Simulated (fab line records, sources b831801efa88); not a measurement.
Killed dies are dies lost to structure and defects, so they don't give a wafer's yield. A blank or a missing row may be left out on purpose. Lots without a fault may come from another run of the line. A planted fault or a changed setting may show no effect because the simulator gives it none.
One fault seen from 2 desks | flow gf180mcu | each desk has only its own numbers; what lay behind them comes last

THE METROLOGY DESK
What the gauges read, lot by lot, whatever tool the lot ran on: means of the sampled wafers that have a number. A lot is out of limits, marked OUT, if its mean lies more than 4 standard deviations from the usual mean; the brackets give that distance.
Columns: A = cd_nm at GF_TOP_METAL_CD_MEAS_14, usual 439.9 nm; B = TOP_METAL_OVL at GF_TOP_METAL_OVL_MEAS_15, usual -0.5 nm; C = PASSIVATION_CVD_00_THK at GF_PASSIVATION_THK_MEAS_01, usual 991 nm
lot  | first seen here | A     | B    | C
L140 | day 29 11:50    | 436.6 | -1.5 | 994
L141 | day 30 07:03    | 441.1 | 0.7  | 1014
L148 | day 31 20:20    | 438.8 | -1.8 | 984
L153 | day 33 03:14    | 441.1 | -0.1 | 982
L155 | day 33 15:41    | 436.6 | -0.6 | 996
This desk's finding: nothing out of limits on any of the 5 lots.

THE TOOL OWNER'S DESK: pecvd-03
The tool's own readings at GF_PASSIVATION_CVD_00 (deposits SiO2 from TEOS, target thk 1000 nm, time 111.95 s): means of the sampled wafers that have a number, for each lot that ran on this tool. A lot is out of limits, marked OUT, if its mean lies more than 4 standard deviations from the usual mean; the brackets give that distance.
Columns: A = heater_power_w at GF_PASSIVATION_CVD_00, usual 658 W; B = run_length_s at GF_PASSIVATION_CVD_00, usual 140.2 s; C = susceptor_temp_C at GF_PASSIVATION_CVD_00, usual 399.98 C
lot  | first seen here | A   | B     | C
L141 | day 30 08:08    | 594 | 141.2 | 399.62
L153 | day 33 04:09    | 627 | 140.4 | 399.75
This desk's finding: nothing out of limits on any of the 2 lots.

PUT TOGETHER
The metrology desk saw nothing out of limits.
The tool owner's desk saw nothing out of limits.

WHAT THE SIMULATOR HAD PUT IN
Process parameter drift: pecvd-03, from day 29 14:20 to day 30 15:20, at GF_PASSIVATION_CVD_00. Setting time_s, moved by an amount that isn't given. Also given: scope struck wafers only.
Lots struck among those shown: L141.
